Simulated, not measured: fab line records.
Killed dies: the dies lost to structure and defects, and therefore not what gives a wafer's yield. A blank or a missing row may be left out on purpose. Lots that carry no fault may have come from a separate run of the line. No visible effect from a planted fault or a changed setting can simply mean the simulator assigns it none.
Which tool did it? + flow sky130 + 32 wafers from 11 lots sampled at 3 of the route's 708 steps

## WHAT THE GAUGES READ, wafer by wafer
SKY_VIA1_CD_MEAS_12: target cd 150 nm.
| lot  | measured     | on        | cd nm (nm)        |
|------|--------------|-----------|-------------------|
| L897 | day 33 21:14 | cd sem-01 | 152.8 151.8 153.7 |
| L898 | day 34 13:00 | cd sem-01 | 148.8 148.4 147.7 |
| L899 | day 34 11:09 | cd sem-02 | 148.6 149.2 147.4 |
| L900 | day 34 23:49 | cd sem-02 | 150.4 148.3 149.5 |
| L901 | day 35 03:09 | cd sem-02 | 150.3 151.9 152.1 |
| L902 | day 35 22:31 | cd sem-02 | 150.9 151.9 151.1 |
| L904 | day 36 08:16 | cd sem-01 | 147.5 147.5 151.0 |
| L905 | day 36 19:29 | cd sem-01 | 150.1 149.7 149.2 |
| L909 | day 37 17:03 | cd sem-02 | 150.7 149.9 149.7 |
| L910 | day 38 04:35 | cd sem-01 | 151.1 151.4 151.8 |
| L915 | day 39 14:27 | cd sem-02 | 149.6 78.6        |

## EACH LOT AND THE TOOL THAT RAN IT (in order: tool; ch and the chambers of the sampled wafers; start)
| lot  | SKY_SONOS_ONO_STRIP_17               | SKY_VIA1_EXPOSE_09                |
|------|--------------------------------------|-----------------------------------|
| L897 | plasma asher-04 ch 0,1, day 12 15:10 | krf scanner-02 ch 0, day 33 08:32 |
| L898 | plasma asher-04 ch 0,1, day 12 21:53 | krf scanner-01 ch 0, day 33 23:39 |
| L899 | plasma asher-04 ch 0,1, day 13 03:34 | krf scanner-01 ch 0, day 33 22:04 |
| L900 | plasma asher-03 ch 1, day 13 15:22   | krf scanner-01 ch 0, day 34 10:48 |
| L901 | plasma asher-02 ch 0,1, day 13 23:11 | krf scanner-02 ch 0, day 34 13:56 |
| L902 | plasma asher-02 ch 0,1, day 14 16:38 | krf scanner-01 ch 0, day 35 09:08 |
| L904 | plasma asher-03 ch 0,1, day 14 22:22 | krf scanner-01 ch 0, day 35 18:55 |
| L905 | plasma asher-04 ch 0,1, day 15 05:07 | krf scanner-01 ch 0, day 36 06:47 |
| L909 | plasma asher-02 ch 0,1, day 16 16:08 | krf scanner-02 ch 0, day 37 04:46 |
| L910 | plasma asher-04 ch 0,1, day 16 22:19 | krf scanner-01 ch 0, day 37 15:56 |
| L915 | plasma asher-04 ch 0, day 18 17:08   | krf scanner-02 ch 0, day 39 02:19 |
- SKY_SONOS_ONO_STRIP_17: strips in O2/N2.
- SKY_VIA1_EXPOSE_09: exposes mask VIM, target cd 150 nm.

## THE ANSWER, worked out from the rows above alone
Rule: usual is defined by the lots themselves. The widest of any qualifying gaps counts: lots, ordered by their means at a reading, are off when they make up no more than a third of the lots, leave a main group of 4 or more, and stand apart from it by 3 or more times the standard deviation of that group's means. Not used: any main group whose means are identical at the precision the tables above print for the reading. A lot without any number at a reading at which 4 lots or more have one is off too. All remaining lots with rows at the step are treated as sound.
Off: L915 (SKY_VIA1_CD_MEAS_12, cd nm). Main group: mean 150.1 nm, sd 1.4.
If a tool, at a process step before that reading, ran all the lots that are off and no sound lot after the first of them, it fits. Gauges at SKY_VIA1_CD_MEAS_12: tried the same way as those tools. Can't be told from this: 3 tools fit, plasma asher-04 at SKY_SONOS_ONO_STRIP_17, krf scanner-02 at SKY_VIA1_EXPOSE_09, cd sem-02 at SKY_VIA1_CD_MEAS_12.

## WHAT THE SIMULATOR PUT IN
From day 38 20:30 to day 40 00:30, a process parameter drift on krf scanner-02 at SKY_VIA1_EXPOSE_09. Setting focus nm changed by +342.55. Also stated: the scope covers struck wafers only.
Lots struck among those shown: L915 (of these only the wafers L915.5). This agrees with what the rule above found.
